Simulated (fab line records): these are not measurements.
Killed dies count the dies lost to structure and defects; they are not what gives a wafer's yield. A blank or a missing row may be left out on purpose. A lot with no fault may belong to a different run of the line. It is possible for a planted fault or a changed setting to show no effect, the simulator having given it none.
fab line records | flow gf180mcu | part 2 of 2: steps 26 to 35 of 35
record lots=5 | wafers=15 | lastDay=34
route steps=602 shown V1@351 M2@362 V2@382
lots with no fault: from the same line, run without faults
startH: start of the lot's first displayed wafer, in hours after the record's first day | waitH: hours since the lot's step before | " as in the row above | L1.1+2: a row that stands for several wafers | - either no value or no given start | * or withheld: withheld | < > ~ a bound
route shown NAME@n: names a module that has steps shown in the file, with the first one's number in the route | usual: mean/standard deviation of fault-free wafers | same: alike in all rows | chamber/n: place in a boat | sites: per-site readings | _std_site: how widely they spread, as a standard deviation | _edge_site: inner sites' mean taken away from outer sites' mean | radiusMm: for every site, how far away it sits from the centre of the wafer | mask NAME#n: copy n | behind: tool/chamber where the wafer was last shaped | hold: the reason the lot was held/the length of the hold in hours/how it ended | device: the transistor (n, p or np) that didn't switch | end of line: tests of these same wafers at the route's end | where a step has no rows: the recipe by itself | killed: dies that structure and defects cost at the first sort, which is not the same as the wafer's yield | map: a wafer's dies, marking killed ones x, the rest . and places with no die _
set.NAME: the setting that was run; set.NAME@STEP: the one run at that earlier step | model.NAME: the simulator's own value behind a step, which no gauge read
certain route steps with their lots: each step a table, each wafer a row
services: the hour from which a tool's chamber was out of use, counted from the record's first day as startH (under 0 if before that day), plus the number of hours and why
## steps
# step GF_M2_CD_MEAS_14
# recipe targetCdNm=280
# usual cdNm=279.9/1.3
lot.wafer | tool     | chamber | startH | waitH | cdNm
L079.1    | cdSem-02 | -       | 485.88 | 0.1   | 279.2
L079.4    | "        | -       | "      | "     | 279.1
L079.6    | "        | -       | "      | "     | 277.7
L084.1    | cdSem-01 | -       | 529.05 | 0.1   | 280.5
L084.3    | "        | -       | "      | "     | 280.6
L084.4    | "        | -       | "      | "     | 281.2
L094.2    | cdSem-01 | -       | 607.92 | 0.1   | 280.0
L094.5    | "        | -       | "      | "     | 279.6
L094.6    | "        | -       | "      | "     | 279.9
L096.1    | cdSem-01 | -       | 621.89 | 0.1   | 279.0
L096.4    | "        | -       | "      | "     | 278.4
L096.6    | "        | -       | "      | "     | 279.5
L097.2    | cdSem-01 | -       | 624.56 | 0.1   | 281.1
L097.4    | "        | -       | "      | "     | 281.1
L097.6    | "        | -       | "      | "     | 281.3
# step GF_M2_OVL_MEAS_15
# usual M2_OVL=-2/5.5
lot.wafer | tool       | chamber | startH | waitH | M2_OVL[nm]
L079.1    | overlay-01 | -       | 486.00 | 0.1   | 1
L079.4    | "          | -       | "      | "     | -2
L079.6    | "          | -       | "      | "     | 2
L084.1    | overlay-02 | -       | 529.17 | 0.1   | -3
L084.3    | "          | -       | "      | "     | -1
L084.4    | "          | -       | "      | "     | -7
L094.2    | overlay-02 | -       | 608.03 | 0.1   | 1
L094.5    | "          | -       | "      | "     | 3
L094.6    | "          | -       | "      | "     | -7
L096.1    | overlay-02 | -       | 622.01 | 0.1   | -2
L096.4    | "          | -       | "      | "     | 4
L096.6    | "          | -       | "      | "     | 2
L097.2    | overlay-01 | -       | 624.67 | 0.1   | 0
L097.4    | "          | -       | "      | "     | -7
L097.6    | "          | -       | "      | "     | -2
# step GF_M2_METAL_ETCH_16
# recipe chemistry=Cl2/BCl3 | maskMaterial=KrF | targetDepthNm=750.8 | stopOn=SiO2 | pressureMtorr=8 | icpW=800 | biasW=140 | Cl2_flow_sccm=80 | bcl3FlowSccm=40 | timeS=125.1
# usual drypumpMotorCurrentA=5.7/0.42 | oesProductAu=0.990/0.0053 | throttleValvePct=28.229/0.0091
# same timeS=125.1
lot.wafer | tool        | chamber | startH | waitH | drypumpMotorCurrentA | oesProductAu | rfHoursCounterH | throttleValvePct
L079.1    | rieMetal-04 | 1       | 486.03 | 0.0   | 5.9                  | 0.993        | 15              | 28.230
L079.4    | "           | 1       | "      | "     | 6.0                  | 0.984        | -               | 28.236
L079.6    | "           | 1       | "      | "     | 6.0                  | 0.990        | -               | 28.227
L084.1    | rieMetal-04 | 1       | 529.21 | 0.0   | 6.0                  | 0.987        | 1               | 28.234
L084.3    | "           | 0       | "      | "     | 5.5                  | 0.987        | -               | 28.232
L084.4    | "           | 1       | "      | "     | 6.0                  | 0.990        | -               | 28.236
L094.2    | rieMetal-01 | 1       | 608.06 | 0.0   | 5.1                  | 0.986        | 11              | 28.236
L094.5    | "           | 0       | "      | "     | 5.3                  | 0.994        | -               | 28.230
L094.6    | "           | 1       | "      | "     | 5.0                  | 0.989        | -               | 28.233
L096.1    | rieMetal-04 | 1       | 622.05 | 0.0   | 6.0                  | 0.991        | 3               | 28.231
L096.4    | "           | 1       | "      | "     | 6.0                  | 1.001        | -               | 28.218
L096.6    | "           | 1       | "      | "     | 6.0                  | 0.994        | -               | 28.225
L097.2    | rieMetal-01 | 0       | 624.70 | 0.0   | 5.3                  | 0.984        | 10              | 28.233
L097.4    | "           | 0       | "      | "     | 5.3                  | 0.992        | -               | 28.229
L097.6    | "           | 0       | "      | "     | 5.4                  | 0.987        | -               | 28.235
# step GF_M2_STRIP_17
# recipe chemistry=O2/N2 | powerW=1400 | pressureMtorr=1500 | platenTempC=250 | o2FlowSccm=3000 | n2FlowSccm=300 | overashFraction=0.5
# usual drypumpMotorCurrentA=5.51/0.28 | heaterPowerW=314/18 | oesProductAu=0.538/0.0049 | stripTimeToEndpointS=7.37/0.041
lot.wafer | tool           | chamber | startH | waitH | drypumpMotorCurrentA | heaterPowerW | oesProductAu | rfHoursCounterH | stripTimeToEndpointS
L079.1    | plasmaAsher-02 | 1       | 486.16 | 0.1   | 5.88                 | 318          | 0.534        | 87              | 7.32
L079.4    | "              | 0       | "      | "     | 5.94                 | 342          | 0.538        | -               | 7.33
L079.6    | "              | 1       | "      | "     | 5.88                 | 319          | 0.539        | -               | 7.34
L084.1    | plasmaAsher-04 | 1       | 529.34 | 0.1   | 5.10                 | 288          | 0.534        | 11              | 7.37
L084.3    | "              | 0       | "      | "     | 5.41                 | 313          | 0.537        | -               | 7.38
L084.4    | "              | 1       | "      | "     | 5.11                 | 287          | 0.533        | -               | 7.33
L094.2    | plasmaAsher-04 | 1       | 608.19 | 0.1   | 5.12                 | 290          | 0.540        | 19              | 7.40
L094.5    | "              | 0       | "      | "     | 5.38                 | 311          | 0.542        | -               | 7.37
L094.6    | "              | 1       | "      | "     | 5.13                 | 278          | 0.547        | -               | 7.44
L096.1    | plasmaAsher-01 | 0       | 622.18 | 0.1   | 5.52                 | 312          | 0.533        | 54              | 7.28
L096.4    | "              | 1       | "      | "     | 5.60                 | 324          | 0.535        | -               | 7.27
L096.6    | "              | 0       | "      | "     | 5.53                 | 323          | 0.532        | -               | 7.24
L097.2    | plasmaAsher-04 | 0       | 624.83 | 0.1   | 5.37                 | 307          | 0.539        | 21              | 7.43
L097.4    | "              | 0       | "      | "     | 5.39                 | 310          | 0.538        | -               | 7.41
L097.6    | "              | 0       | "      | "     | 5.39                 | 303          | 0.535        | -               | 7.41
# step GF_M2_STRIP_18
# recipe chemistry=postEtchResidueRemover | timeS=1200 | tempC=72.5
# usual bathGuardTempC=72.5/0.45
# same timeS=1200
lot.wafer | tool        | chamber | startH | waitH | bathGuardTempC
L079.1    | wetBench-03 | 0       | 486.26 | 0.1   | 72.5
L079.4    | "           | 0       | "      | "     | 72.9
L079.6    | "           | 0       | "      | "     | 72.7
L084.1    | wetBench-01 | 0       | 529.44 | 0.1   | 72.1
L084.3    | "           | 0       | "      | "     | 72.0
L084.4    | "           | 0       | "      | "     | 72.0
L094.2    | wetBench-02 | 2       | 608.29 | 0.1   | 72.7
L094.5    | "           | 2       | "      | "     | 72.7
L094.6    | "           | 2       | "      | "     | 72.3
L096.1    | wetBench-02 | 0       | 622.28 | 0.1   | 72.3
L096.4    | "           | 0       | "      | "     | 72.1
L096.6    | "           | 0       | "      | "     | 72.3
L097.2    | wetBench-01 | 1       | 624.93 | 0.1   | 72.2
L097.4    | "           | 1       | "      | "     | 72.0
L097.6    | "           | 1       | "      | "     | 71.9
# step GF_M2_CLEAN_19
# recipe chemistry=DIW | dry=n2Spin
lot.wafer  | tool        | chamber | startH | waitH
L079.1+4+6 | wetBench-02 | 0       | 486.60 | 0.0
L084.1+3+4 | wetBench-03 | 1       | 529.78 | 0.0
L094.2+5+6 | wetBench-02 | 2       | 608.63 | 0.0
L096.1+4+6 | wetBench-01 | 1       | 622.62 | 0.0
L097.2+4+6 | wetBench-02 | 3       | 625.27 | 0.0
# step GF_V2_CVD_00
# recipe material=SiO2 | targetThkNm=600 | sigmaOpenFrac=0.3 | tempC=400 | timeS=100 | sih4FlowSccm=60 | pressureMtorr=6
# same timeS=100
lot.wafer  | tool      | chamber | startH | waitH
L079.1+4+6 | hdpcvd-01 | 1,1,2   | 486.70 | 0.0
L084.1+3+4 | hdpcvd-01 | 1,0,2   | 529.87 | 0.0
L094.2+5+6 | hdpcvd-01 | 2,0,2   | 608.72 | 0.0
L096.1+4+6 | hdpcvd-02 | 1,1,0   | 622.71 | 0.0
L097.2+4+6 | hdpcvd-02 | 1,2,0   | 625.36 | 0.0
# step GF_V2_THK_MEAS_01
# recipe reads=SiO2_of_V2_CVD_00
# usual V2_CVD_00_THK=599/5.1
lot.wafer | tool         | chamber | startH | waitH | V2_CVD_00_THK[nm]
L079.1    | filmMetro-01 | -       | 486.78 | 0.0   | 600
L079.4    | "            | -       | "      | "     | 601
L079.6    | "            | -       | "      | "     | 605
L084.1    | filmMetro-04 | -       | 529.94 | 0.0   | 602
L084.3    | "            | -       | "      | "     | 601
L084.4    | "            | -       | "      | "     | 595
L094.2    | filmMetro-04 | -       | 608.80 | 0.0   | 600
L094.5    | "            | -       | "      | "     | 600
L094.6    | "            | -       | "      | "     | 598
L096.1    | filmMetro-01 | -       | 622.78 | 0.0   | 599
L096.4    | "            | -       | "      | "     | 600
L096.6    | "            | -       | "      | "     | 599
L097.2    | filmMetro-04 | -       | 625.44 | 0.0   | 600
L097.4    | "            | -       | "      | "     | 600
L097.6    | "            | -       | "      | "     | 598
# step GF_V2_CVD_02
# recipe material=SiO2 | targetThkNm=850 | precursor=TEOS | tempC=400 | timeS=94.851 | rfW=600
# usual heaterPowerW=691/130
# same timeS=94.851
lot.wafer | tool     | chamber | startH | waitH | heaterPowerW
L079.1    | pecvd-04 | 0       | 486.84 | 0.1   | 625
L079.4    | "        | 1       | "      | "     | 618
L079.6    | "        | 0       | "      | "     | 664
L084.1    | pecvd-03 | 2       | 530.00 | 0.1   | 689
L084.3    | "        | 0       | "      | "     | 858
L084.4    | "        | 0       | "      | "     | 724
L094.2    | pecvd-03 | 1       | 608.85 | 0.0   | 726
L094.5    | "        | 1       | "      | "     | 589
L094.6    | "        | 0       | "      | "     | 819
L096.1    | pecvd-03 | 1       | 622.84 | 0.1   | 587
L096.4    | "        | 2       | "      | "     | 546
L096.6    | "        | 0       | "      | "     | 805
L097.2    | pecvd-04 | 2       | 625.49 | 0.0   | 782
L097.4    | "        | 1       | "      | "     | 608
L097.6    | "        | 2       | "      | "     | 853
# step GF_V2_THK_MEAS_03
# recipe reads=SiO2_of_V2_CVD_02
# usual V2_CVD_02_THK=851/10
lot.wafer | tool         | chamber | startH | waitH | V2_CVD_02_THK[nm]
L079.1    | filmMetro-02 | -       | 486.91 | 0.0   | 841
L079.4    | "            | -       | "      | "     | 849
L079.6    | "            | -       | "      | "     | 850
L084.1    | filmMetro-02 | -       | 530.07 | 0.0   | 838
L084.3    | "            | -       | "      | "     | 828
L084.4    | "            | -       | "      | "     | 842
L094.2    | filmMetro-04 | -       | 608.93 | 0.0   | 850
L094.5    | "            | -       | "      | "     | 873
L094.6    | "            | -       | "      | "     | 860
L096.1    | filmMetro-04 | -       | 622.91 | 0.0   | 857
L096.4    | "            | -       | "      | "     | 871
L096.6    | "            | -       | "      | "     | 857
L097.2    | filmMetro-04 | -       | 625.57 | 0.0   | 840
L097.4    | "            | -       | "      | "     | 865
L097.6    | "            | -       | "      | "     | 855
## services
tool          | chamber | startH | hours | kind
pvdSputter-03 | -       | 445.67 | 4.9   | repair
krfScanner-01 | -       | 447.92 | 1.4   | repair
pvdSputter-01 | -       | 458.66 | 5.6   | repair
rieDiel-01    | 2       | 463.43 | 4.3   | repair
cmp-01        | -       | 466.27 | 3.1   | repair
wetBench-02   | -       | 471.25 | 3.9   | repair
rieDiel-03    | 1       | 472.91 | 6.8   | repair
pvdSputter-02 | -       | 475.66 | 2.4   | repair
wetBench-02   | -       | 477.28 | 1.4   | repair
pvdSputter-01 | -       | 478.68 | 2.0   | repair
pvdSputter-02 | -       | 479.80 | 1.9   | repair
pvdSputter-02 | -       | 490.24 | 11.6  | repair
pvdSputter-01 | -       | 490.63 | 29.3  | repair
pvdSputter-02 | -       | 493.61 | 2.9   | repair
pvdSputter-04 | -       | 496.23 | 25.0  | repair
krfScanner-01 | -       | 499.19 | 1.0   | pm
cmp-01        | -       | 503.30 | 0.8   | repair
pvdSputter-02 | -       | 509.66 | 1.7   | repair
cmp-01        | -       | 511.69 | 0.9   | repair
cmp-01        | -       | 521.44 | 15.3  | repair
pvdSputter-02 | -       | 529.79 | 2.6   | repair
cmp-01        | -       | 547.28 | 1.4   | repair
cmp-01        | -       | 572.00 | 4.0   | pm
pvdSputter-01 | -       | 573.15 | 4.4   | repair
